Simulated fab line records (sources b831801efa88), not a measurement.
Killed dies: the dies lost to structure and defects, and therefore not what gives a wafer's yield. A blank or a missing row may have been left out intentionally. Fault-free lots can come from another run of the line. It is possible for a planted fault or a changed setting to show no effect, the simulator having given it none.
8D (eight disciplines) problem report, filled in by code | flow sky130 | the parts of the form that need people (team, actions taken, sign-off) are left out

1. THE ISSUE
Wafers without a fault read 0.4000 Pa, standard deviation 0.00074; chamberPressurePa at SKY_METAL3_SPUTTER_04 reads a mean of 0.6322 Pa on 6 wafers belonging to 2 lots. So: +99 or more standard deviations from the usual mean.
The step: material TiN, target thk 70 nm, time 58.3 s.
Earliest sighting: wafer L554.3 on pvdSputter-03 at day 40 00:41. Wafers with a number at this step in the record: 36, from 12 lots. Rule for "out", or "out of limits": more than 4 standard deviations from the usual mean. Any other wafer with a number is counted as sound.

2. WHAT THIS IS AND IS NOT
question                    | is                     | is not
which readings at this step | chamberPressurePa      | -
which lots                  | L554, L555             | L542, L543, L544, L546, L547, L550, L551, L552, L563, L564
which wafers of those lots  | all that have a number | -
read on which tools         | pvdSputter-03          | pvdSputter-01, pvdSputter-04
when                        | from day 40 00:41      | up to then (24 sound wafers); but 6 sound wafers of L563, L564 came after

3. THE SUSPECTS, EACH WITH WHAT RULES IT OUT
Counting: a tool at a process step up to the reading stays a suspect if it ran every lot that is out and no sound lot after the first of them.
- pvdSputter-03 at SKY_METAL3_SPUTTER_04 (material TiN, target thk 70 nm, time 58.3 s): kept. All lots that are out passed through it, beginning with L554 at day 40 00:41, and no sound lot followed; its final sound lot before that point was L551 at day 39 09:49. On those wafers its own readings are out: chamberPressurePa.
The count leaves pvdSputter-03 at SKY_METAL3_SPUTTER_04.

4. THE CAUSE (what the simulator had put in)
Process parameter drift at SKY_METAL3_SPUTTER_04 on pvdSputter-03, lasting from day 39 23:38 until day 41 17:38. The setting chamberPressurePa was moved by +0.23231, starting from 0.4. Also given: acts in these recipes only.
After counting, this tool was the only one left.

5. SEQUENCE OF EFFECTS, ordered by route
Rows list readings where the struck wafers' mean (over those with a number) sits beyond 3 standard deviations from the usual. Scope: only readings with a usual standard deviation given in the record; hours: median across lots of the time from each lot's start at the first step in this table that gives one to its start at this step; sigmas: change in usual standard deviations.
hours | step                  | reading           | usual     | on struck wafers | change  | sigmas
0     | SKY_METAL3_SPUTTER_04 | chamberPressurePa | 0.4000 Pa | 0.6322           | +0.2322 | +99 or more
0     | SKY_METAL3_SPUTTER_04 | throttleValvePct  | 30.4 %    | 24.5             | -5.9    | -4.9
It contains these process steps:
- SKY_METAL3_SPUTTER_04: material TiN, target thk 70 nm, time 58.3 s.
Later measuring or inspecting steps at which every struck wafer that the step has a row for has a number for every such reading, and none has moved that far: SKY_CAPM_RS_MEAS_03.

6. HOW IT WOULD HAVE BEEN CAUGHT EARLIER
In this record the first reading out of limits was taken at day 40 00:41, 1 hour after the fault began at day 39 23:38.
